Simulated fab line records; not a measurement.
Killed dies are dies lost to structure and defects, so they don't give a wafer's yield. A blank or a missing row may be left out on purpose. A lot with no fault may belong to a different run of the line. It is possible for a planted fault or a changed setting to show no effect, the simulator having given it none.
Struck lot and sound lot, side by side    flow sky130    15 out of 708 route steps
Sound: wafers L320.1, L320.2, L320.5. The struck wafers were L334.2, L334.5, L334.6. Last of all comes the cause.
For every step that has rows: the tool of each side, followed by ch and its chambers, followed by its first start. Under that, the readings that differ: sound wafers    struck wafers    difference of the means    sigmas: that difference in standard deviations of wafers without a fault.
alike: a reading whose means differ by less than 2 such deviations, as well as words and numbers matching on both sides. not compared: withheld readings; readings where some wafer has no value; bounds like >300 that might hide an equal value; numbers whose values overlap and for which the record gives no deviation.
Wherever a step has rows on one side only, a row that says differs or no value, or a row with sigmas, the two part there. When numbers do not overlap yet have no deviation, they are printed without sigmas and do not part them. A reading missing from all wafers of one side parts the sides only when that side holds two or more wafers.

SKY_FIELD_ISO_THK_MEAS_02:
  sound on filmMetro-01 at day 1 22:58; struck on filmMetro-02 at day 4 19:52
  alike: FIELD_ISO_OXIDATION_00_THK
then, 1 step without rows for these wafers: SKY_FIELD_ISO_CVD_03 (deposits Si3N4 from DCS/NH3, target thk 165 nm, time 2830 s).
SKY_FIELD_ISO_THK_MEAS_04:
  sound on filmMetro-02 at day 2 01:43; struck on filmMetro-01 at day 4 21:43
  alike: FIELD_ISO_CVD_03_THK
then, 8 steps without rows for these wafers: SKY_FIELD_ISO_DEHYDRATE_05 (time 60 s); SKY_FIELD_ISO_HMDS_06 (prime time 60 s); SKY_FIELD_ISO_COAT_07 (resist thk 60 nm); SKY_FIELD_ISO_COAT_08 (resist thk 450 nm); SKY_FIELD_ISO_SOFTBAKE_09 (time 90 s); SKY_FIELD_ISO_EXPOSE_10 (exposes mask FOM, target cd 150 nm); SKY_FIELD_ISO_PEB_11; SKY_FIELD_ISO_DEVELOP_12 (develop time 60 s).
SKY_FIELD_ISO_CD_MEAS_13: the cd target is 150 nm.
  sound on cdSem-02 at day 2 16:48; struck on cdSem-02 at day 5 15:15
  alike: cdNm
SKY_FIELD_ISO_ETCH_14: etches BARC in N2/H2, stops on SiO2, time 45.9 s, target depth 60 nm.
  sound on rieDiel-03 ch 1,2, day 2 16:55; struck on rieDiel-03 ch 1,2,3, day 5 15:21
reading                                          sound              struck             difference  sigmas
oesProductAu (a.u.)                              0.855 0.858 0.852  0.921 0.914 0.918  +0.063      +13
runLengthS (s)                                   74.2 74.1 74.1     70.8 70.6 71.4     -3.2        -8
model.KrF-thick_of_FIELD_ISO_COAT_08.thkNm (nm)  393.9 394.8 395.1  398.9 397 397      +3.0        
  alike: drypumpMotorCurrentA, throttleValvePct
  not compared: rfHoursCounterH
SKY_FIELD_ISO_ETCH_15: etches the open film in CHF3/O2, stops on Si, target depth 180 nm, time 72 s.
  sound on rieDiel-03 ch 1,2, day 2 16:58; struck on rieDiel-03 ch 1,2,3, day 5 15:24
  alike: O2_flow_sccm, drypumpMotorCurrentA, oesProductAu, runLengthS, throttleValvePct
  not compared: rfHoursCounterH
-- a jump in the record: the struck wafers' starts before and after are 44 days apart (it breaks off in module FIELD_ISO and resumes in module PAD_OPEN, where the first step shown is number 708 of the route) --
SKY_PAD_OPEN_PROBE_99:
  the record has rows for the struck wafers here (prober-01, day 49 14:37) and none for the sound ones

WHERE THEY PART
At SKY_FIELD_ISO_ETCH_14 first; at SKY_PAD_OPEN_PROBE_99 last (within this record only).

WHY: the cause the simulator had injected
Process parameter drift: rieDiel-03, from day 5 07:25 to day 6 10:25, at SKY_FIELD_ISO_ETCH_14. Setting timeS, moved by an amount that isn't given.
